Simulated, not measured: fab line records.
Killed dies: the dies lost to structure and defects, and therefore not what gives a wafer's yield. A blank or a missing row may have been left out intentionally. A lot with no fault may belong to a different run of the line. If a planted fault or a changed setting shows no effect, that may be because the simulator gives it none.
Matching of chambers	flow sky130	cmp-01 running SKY_VIA2_CMP_02: 4 sister chambers
The step polishes SiO2. 18 wafers are shown with their chamber, then 9 later ones without.

## WAFERS PAIRED WITH THEIR CHAMBERS
wafer	chamber	motor current A (A)
L388.1	0	10.7
L388.2	2	13.1
L388.4	1	12.2
L387.1	1	12.2
L387.3	0	10.4
L387.5	2	13.1
L395.2	0	10.5
L395.3	2	13.2
L395.4	1	11.8
L397.4	1	11.8
L397.5	2	12.8
L397.6	1	12.2
L402.1	2	13.8
L402.4	0	10.3
L402.5	2	13.2
L406.1	1	11.6
L406.2	3	13.8
L406.6	2	13.1

SIGNATURES, as means of the wafers listed above
reading	chamber 0	chamber 1	chamber 2	chamber 3	scatter within a chamber
motor current A	10.475	11.967	13.186	13.800	0.266
Rule: a wafer lies at a distance from a chamber equal to the root of the sum of squares, over the readings, of (its reading less the chamber's mean, divided by the reading's scatter). If the next closest chamber is less than 2 further off than the closest, the wafer can't be placed; otherwise it belongs to the closest. The scatter: take each reading less its chamber's mean, square it, sum over the shown wafers, divide by the number of wafers less the number of chambers, and take the root.

## WAFERS WITH NO CHAMBER GIVEN
wafer	motor current A (A)
L404.4	10.4
L404.5	11.3
L404.6	11.1
L403.1	11.0
L403.5	12.1
L403.6	10.9
L410.1	13.4
L410.2	11.2
L410.6	12.1

## THE CHAMBER EACH PASSED THROUGH
wafer	from the rows above	in truth
L404.4	0	0
L404.5	can't be placed: 1 or 0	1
L404.6	can't be placed: 0 or 1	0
L403.1	can't be placed: 0 or 1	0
L403.5	1	1
L403.6	0	0
L410.1	can't be placed: 2 or 3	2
L410.2	can't be placed: 0 or 1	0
L410.6	1	1
4 of 9 placed correctly. Not placeable from these rows: 5 (in 5, the candidates include the true chamber). Placed wrongly: 0.
